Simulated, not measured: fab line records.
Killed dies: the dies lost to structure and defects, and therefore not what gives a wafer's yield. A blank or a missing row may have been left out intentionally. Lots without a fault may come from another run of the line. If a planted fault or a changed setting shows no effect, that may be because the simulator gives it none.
2 desks looking at one fault ; flow gf180mcu ; numbers are kept per desk, each desk with only its own; the story behind them comes last

== FROM THE METROLOGY DESK ==
Lot by lot, what the gauges showed, no matter which tool ran the lot: averages of those sampled wafers that carry a number. Any lot whose mean is over 4 standard deviations away from the usual mean is out of limits and marked OUT; that distance is given in the brackets.
Columns: A = HV_LDD_03_OVL at GF_HV_LDD_OVL_MEAS_47, usual -1.2 nm; B = HV_LDD_RS at GF_HV_LDD_RS_MEAS_53, usual 419.1 ohm/sq; C = PSD_TW at GF_PSD_TW_MEAS_11, usual 3191; D = PSD_RS at GF_PSD_RS_MEAS_15, usual 108.71 ohm/sq
lot;first seen here;A;B;C;D
L622;day 12 10:34;-1.5;418.6;3198;108.75
L623;day 12 15:04;-1.2;419.2;3145;108.97
L624;day 13 01:48;-2.5;417.0;3208;108.51
L627;day 14 00:35;-3.9;419.4;3234;109.01
L632;day 15 17:24;-1.7;-;3228;108.65
L633;day 16 08:52;-0.9;-;3201;108.18
L638;day 17 21:43;-1.6;420.4;3186;108.38
L639;day 18 03:34;-1.2;419.3;3149;108.90
L640;day 18 13:01;-1.5;419.6;3199;108.58
L641;day 18 22:18;-2.2;419.4;3240;108.75
L642;day 19 08:33;-0.6;419.1;3156;108.30
L643;day 19 14:24;0.8;420.6;3216;108.59
L644;day 19 21:10;-2.3;418.7;3237;108.87
L645;day 20 08:34;-1.7;418.5;3231;108.62
This desk's verdict: no lot among the 14 shows anything out of limits.

== AT THE TOOL OWNER'S DESK: implanter-01 ==
For each lot that ran on this tool, the mean over its sampled wafers that have a number, from the tool's own readings at GF_HV_LDD_IMPLANT_33. Any lot whose mean is over 4 standard deviations away from the usual mean is out of limits and marked OUT; that distance is given in the brackets.
Columns: A = tilt-deg at GF_HV_LDD_IMPLANT_33, usual 29.999 degrees
lot;first seen here;A
L622;day 11 14:40;30.003
L623;day 11 19:01;30.010
L632;day 14 19:20;22.118 (-99 or more) OUT
L633;day 15 10:35;22.128 (-99 or more) OUT
L641;day 17 22:02;29.987
L642;day 18 07:46;29.995
L643;day 18 13:31;29.978
L644;day 18 20:25;30.007
This desk finds L632, L633 out of limits, L632 being first, at day 14 19:20 (tilt-deg at GF_HV_LDD_IMPLANT_33). L622, L623, L641, L642, L643, L644: within limits.

== PUT TOGETHER ==
The tool owner's desk could have raised an alarm at day 14 19:20, on L632, L633.
From the metrology desk's view, nothing was out of limits.
The metrology desk has L632, L633 on record, within its limits.
Of the lots named, all ran GF_HV_LDD_IMPLANT_33 on implanter-01.

== WHAT THE SIMULATOR HAD INSERTED ==
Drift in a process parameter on implanter-01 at GF_HV_LDD_IMPLANT_33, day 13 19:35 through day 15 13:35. A move of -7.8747 in setting tilt-deg, from 30. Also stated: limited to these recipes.
Lots struck among those shown: L632, L633.
Time in hours from fault onset to the first out-of-limits reading at each desk: the tool owner's desk, 24.
